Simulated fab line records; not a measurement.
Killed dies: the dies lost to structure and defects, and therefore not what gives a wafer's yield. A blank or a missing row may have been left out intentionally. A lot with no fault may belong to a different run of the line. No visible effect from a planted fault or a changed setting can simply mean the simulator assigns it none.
fab line records | flow sky130
record lots=13 wafers=39 last-day=50
route steps=708 shown NWELL@64 VT_ADJUST_LVTN@107 LDD_LDN@296 LI_CONTACT@384
lots that met no fault: from a run of the same line without faults
start-h: hours from the record's opening day to when the first of the lot's shown wafers began | wait-h: time in hours since the lot's previous step | " repeats the value in the row above | L1.1+2: several wafers, shown together as one row | - either no value or no given start | * or withheld: withheld | < > ~ a bound
route shown NAME@n: names a module that has steps shown in the file, with the first one's number in the route | usual: mean and standard deviation over wafers with no fault | same: alike in all rows | chamber/n: place in a boat | sites: readings site by site | _std_site: standard deviation across them | _edge_site: inner sites' mean taken away from outer sites' mean | radius-mm: how far each site lies from the wafer's centre | mask NAME#n: copy n | behind: the tool/chamber that last shaped the wafer | hold: why the lot was held/for how many hours/how that ended | device: the n, p or np transistor that did not switch | end of line: the route-end tests of the same wafers | step lacking rows: just its recipe | killed: dies lost to structure and defects at the first sort, not the wafer's yield | map: a wafer's dies, x killed, . not, _ none there
set.NAME: the setting the step ran with; set.NAME@STEP: the setting that earlier step ran with | model.NAME: the simulator's own value behind a step, which no gauge read
route steps across a sampled set of lots; one table per step, one row per wafer
services: a tool's chamber out of use, with start hour (start-h, from the record's first day; less than 0 if before it), hours out, and reason
## steps
# step SKY_NWELL_IMPLANT_11
# recipe species=P energy-kev=400 dose-cm2=1.9e+13 tilt-deg=withheld
# usual beam-energy-keV=399.98/0.13
# columns lot.wafer tool chamber start-h wait-h beam-energy-keV
L747.2 implanter-02 0 103.70 0.0 399.83
L747.3 " 0 " " 400.06
L747.5 " 0 " " 399.95
L749.1 implanter-01 0 114.32 0.0 399.87
L749.2 " 0 " " 399.98
L749.6 " 0 " " 399.82
L750.2 implanter-01 0 117.17 0.0 399.91
L750.3 " 0 " " 399.88
L750.4 " 0 " " 400.02
L751.1 implanter-03 0 118.52 0.0 399.81
L751.3 " 0 " " 399.88
L751.6 " 0 " " 400.11
L753.1 implanter-02 0 128.60 0.0 400.02
L753.4 " 0 " " 400.09
L753.6 " 0 " " 399.85
L754.1 implanter-03 0 138.77 0.0 399.86
L754.5 " 0 " " 400.05
L754.6 " 0 " " 399.97
L756.3 implanter-03 0 146.44 0.1 400.27
L756.4 " 0 " " 400.21
L756.6 " 0 " " 400.13
L757.1 implanter-01 0 152.32 0.0 400.14
L757.2 " 0 " " 400.25
L757.3 " 0 " " 400.05
L758.1 implanter-03 0 155.25 0.0 399.93
L758.4 " 0 " " 400.04
L758.5 " 0 " " 400.19
L759.2 implanter-01 0 160.18 0.0 400.17
L759.3 " 0 " " 400.08
L759.4 " 0 " " 400.21
L760.1 implanter-01 0 166.19 0.0 399.99
L760.3 " 0 " " 399.99
L760.5 " 0 " " 399.85
L761.3 implanter-01 0 174.34 0.1 399.78
L761.4 " 0 " " 400.02
L761.6 " 0 " " 400.09
L766.2 implanter-01 0 203.87 0.0 399.72
L766.5 " 0 " " 399.85
L766.6 " 0 " " 399.92
# step SKY_NWELL_RS_MEAS_29
# recipe thk-meas-gauge=four-point-probe
# usual NWELL_RS=625.6/1.9
# columns lot.wafer tool chamber start-h wait-h hold NWELL_RS[ohm/sq]
L747.2 film-metro-04 - 122.97 0.1 - 625.7
L747.3 " - " " - 623.8
L747.5 " - " " - 623.0
L749.1 film-metro-04 - 134.65 0.1 - 625.2
L749.2 " - " " - 625.0
L749.6 " - " " - 624.1
L750.2 film-metro-02 - 137.12 0.1 - 623.7
L750.3 " - " " - 623.7
L750.4 " - " " - 620.7
L751.1 film-metro-03 - 137.93 0.1 - 624.1
L751.3 " - " " - 624.6
L751.6 " - " " - 625.7
L753.1 film-metro-02 - 148.68 0.1 - 624.8
L753.4 " - " " - 623.8
L753.6 " - " " - 622.9
L754.1 film-metro-02 - 158.98 0.1 - 625.8
L754.5 " - " " - 626.4
L754.6 " - " " - 625.7
L756.3 film-metro-04 - 167.60 0.1 - 627.4
L756.4 " - " " - 625.6
L756.6 " - " " - 628.7
L757.1 film-metro-04 - 173.03 0.1 - 625.4
L757.2 " - " " - 625.0
L757.3 " - " " - 626.0
L758.1 film-metro-03 - 175.90 0.1 - 626.4
L758.4 " - " " - 623.8
L758.5 " - " " - 627.1
L759.2 film-metro-03 - 181.42 0.1 - 625.4
L759.3 " - " " - 624.3
L759.4 " - " " - 624.8
L760.1 film-metro-02 - 187.70 0.1 await-dispo/0.2h/release 642.5
L760.3 " - " " await-dispo/0.2h/release 642.4
L760.5 " - " " await-dispo/0.2h/release 643.0
L760.1 film-metro-02 - 188.06 0.3 - 641.7
L760.3 " - " " - 643.7
L760.5 " - " " - 643.1
L761.3 film-metro-04 - 196.12 0.1 await-dispo/0.2h/release 647.1
L761.4 " - " " await-dispo/0.2h/release 647.7
L761.6 " - " " await-dispo/0.2h/release 647.6
L761.3 film-metro-04 - 196.48 0.3 - 647.1
L761.4 " - " " - 647.6
L761.6 " - " " - 647.4
L766.2 film-metro-04 - 227.25 0.1 await-dispo/0.2h/release 647.6
L766.5 " - " " await-dispo/0.2h/release 651.1
L766.6 " - " " await-dispo/0.2h/release 649.5
L766.2 film-metro-04 - 227.61 0.3 - 648.0
L766.5 " - " " - 649.9
L766.6 " - " " - 649.9
# step SKY_VT_ADJUST_LVTN_TW_MEAS_10
# usual VT_ADJUST_LVTN_TW=241.2/2
# columns lot.wafer tool chamber start-h wait-h VT_ADJUST_LVTN_TW
L747.2 film-metro-04 - 162.66 0.1 244.6
L747.3 " - " " 241.6
L747.5 " - " " 242.8
L749.1 film-metro-01 - 174.82 0.1 241.3
L749.2 " - " " 242.3
L749.6 " - " " 241.7
L750.2 film-metro-02 - 177.63 0.1 237.7
L750.3 " - " " 237.6
L750.4 " - " " 239.1
L751.1 film-metro-02 - 178.30 0.1 239.8
L751.3 " - " " 238.0
L751.6 " - " " 237.9
L753.1 film-metro-02 - 189.92 0.1 240.8
L753.4 " - " " 239.7
L753.6 " - " " 239.3
L754.1 film-metro-01 - 200.82 0.1 241.7
L754.5 " - " " 243.1
L754.6 " - " " 240.5
L756.3 film-metro-04 - 210.29 0.1 243.2
L756.4 " - " " 244.0
L756.6 " - " " 245.2
L757.1 film-metro-02 - 215.90 0.1 239.4
L757.2 " - " " 239.1
L757.3 " - " " 237.8
L758.1 film-metro-04 - 219.32 0.1 243.9
L758.4 " - " " 242.5
L758.5 " - " " 243.1
L759.2 film-metro-04 - 225.16 0.1 242.8
L759.3 " - " " 244.4
L759.4 " - " " 243.3
L760.1 film-metro-02 - 231.97 0.1 240.1
L760.3 " - " " 239.2
L760.5 " - " " 238.2
L761.3 film-metro-02 - 241.59 0.1 239.3
L761.4 " - " " 238.1
L761.6 " - " " 238.4
L766.2 film-metro-01 - 274.83 0.1 242.6
L766.5 " - " " 241.6
L766.6 " - " " 241.8
# step SKY_LDD_LDN_OVL_MEAS_07
# usual LDD_LDN_OVL=-0.6/1.6
# columns lot.wafer tool chamber start-h wait-h LDD_LDN_OVL[nm]
L747.2 overlay-02 - 553.08 0.1 -0.8
L747.3 " - " " 1.5
L747.5 " - " " -0.7
L749.1 overlay-01 - 569.10 0.1 -0.8
L749.2 " - " " -0.1
L749.6 " - " " 1.5
L750.2 overlay-02 - 575.76 0.1 -0.7
L750.3 " - " " -0.8
L750.4 " - " " 0.7
L751.1 overlay-02 - 577.66 0.1 -2.2
L751.3 " - " " -0.9
L751.6 " - " " -3.9
L753.1 overlay-02 - 595.18 0.1 -2.8
L753.4 " - " " -1.1
L753.6 " - " " -2.1
L754.1 overlay-01 - 608.06 0.1 -1.2
L754.5 " - " " 1.1
L754.6 " - " " -1.0
L756.3 overlay-01 - 619.43 0.1 2.6
L756.4 " - " " 1.1
L756.6 " - " " 1.7
L757.1 overlay-01 - 626.36 0.1 -2.3
L757.2 " - " " -2.7
L757.3 " - " " -2.9
L758.1 overlay-02 - 627.91 0.1 -1.2
L758.4 " - " " -0.5
L758.5 " - " " -1.3
L759.2 overlay-02 - 640.76 0.1 1.0
L759.3 " - " " 1.1
L759.4 " - " " 1.2
L760.1 overlay-01 - 644.18 0.1 -2.4
L760.3 " - " " -2.6
L760.5 " - " " -1.9
L761.3 overlay-01 - 656.27 0.1 -3.3
L761.4 " - " " -2.8
L761.6 " - " " -3.3
L766.2 overlay-02 - 692.62 0.1 0.8
L766.5 " - " " 1.1
L766.6 " - " " 2.1
# step SKY_LI_CONTACT_RS_MEAS_22
# recipe thk-meas-gauge=four-point-probe reads=W_of_LI_CONTACT_CVD_21+TiN_of_LI_CONTACT_SPUTTER_20+Ti_of_LI_CONTACT_SPUTTER_19
# usual LI_CONTACT_W_RS=0.286/0.0044
# columns lot.wafer tool chamber start-h wait-h LI_CONTACT_W_RS[ohm/sq]
L747.2 film-metro-01 - 702.21 0.1 0.289
L747.3 " - " " 0.282
L747.5 " - " " 0.285
L749.1 film-metro-03 - 717.44 0.1 0.286
L749.2 " - " " 0.290
L749.6 " - " " 0.284
L750.2 film-metro-03 - 722.66 0.1 0.288
L750.3 " - " " 0.289
L750.4 " - " " 0.282
L751.1 film-metro-03 - 724.79 0.1 0.281
L751.3 " - " " 0.292
L751.6 " - " " 0.289
L753.1 film-metro-03 - 740.54 0.1 0.287
L753.4 " - " " 0.282
L753.6 " - " " 0.286
L754.1 film-metro-01 - 754.09 0.1 0.278
L754.5 " - " " 0.276
L754.6 " - " " 0.286
L756.3 film-metro-01 - 763.63 0.1 0.281
L756.4 " - " " 0.287
L756.6 " - " " 0.281
L757.1 film-metro-03 - 769.92 0.2 0.290
L757.2 " - " " 0.288
L757.3 " - " " 0.288
L758.1 film-metro-02 - 772.29 0.1 0.287
L758.4 " - " " 0.292
L758.5 " - " " 0.290
L760.1 film-metro-02 - 790.65 0.1 0.291
L760.3 " - " " 0.291
L760.5 " - " " 0.286
L759.2 film-metro-02 - 791.86 0.1 0.279
L759.3 " - " " 0.281
L759.4 " - " " 0.287
L761.3 film-metro-02 - 798.38 0.1 0.286
L761.4 " - " " 0.278
L761.6 " - " " 0.285
L766.2 film-metro-01 - 832.06 0.1 0.285
L766.5 " - " " 0.286
L766.6 " - " " 0.286
## services
# columns tool chamber start-h hours kind
implanter-02 - 110.16 1.5 repair
implanter-03 - 127.09 0.7 repair
## key
first-sign step=SKY_NWELL_RS_MEAS_29 reading=visit direction=added
effect step=SKY_NWELL_RS_MEAS_29 reading=NWELL_RS direction=up sigmas=11 usual=625.6 struck=646.5
met-at SKY_NWELL_IMPLANT_11
struck-lots L760,L761,L766
tester-left-out L760,L761,L766
not-acting-at SKY_VT_ADJUST_LVTN_TW_MEAS_10,SKY_LDD_LDN_OVL_MEAS_07,SKY_LI_CONTACT_RS_MEAS_22
onset-between 160.18 166.19
also-fits time
fault kind=process-parameter-drift tool=implanter-01 chamber=- onset-h=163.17 steps=SKY_NWELL_IMPLANT_11 channel=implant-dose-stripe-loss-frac offset=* shape=step end-h=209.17
# tester-left-out: of these lots the tester's yield and bins aren't shown, on N5 and GAA mostly nor the transistor test; their killed dies are dies lost to structure and defects alone, not to doping, threshold or leakage, so they don't give the yield
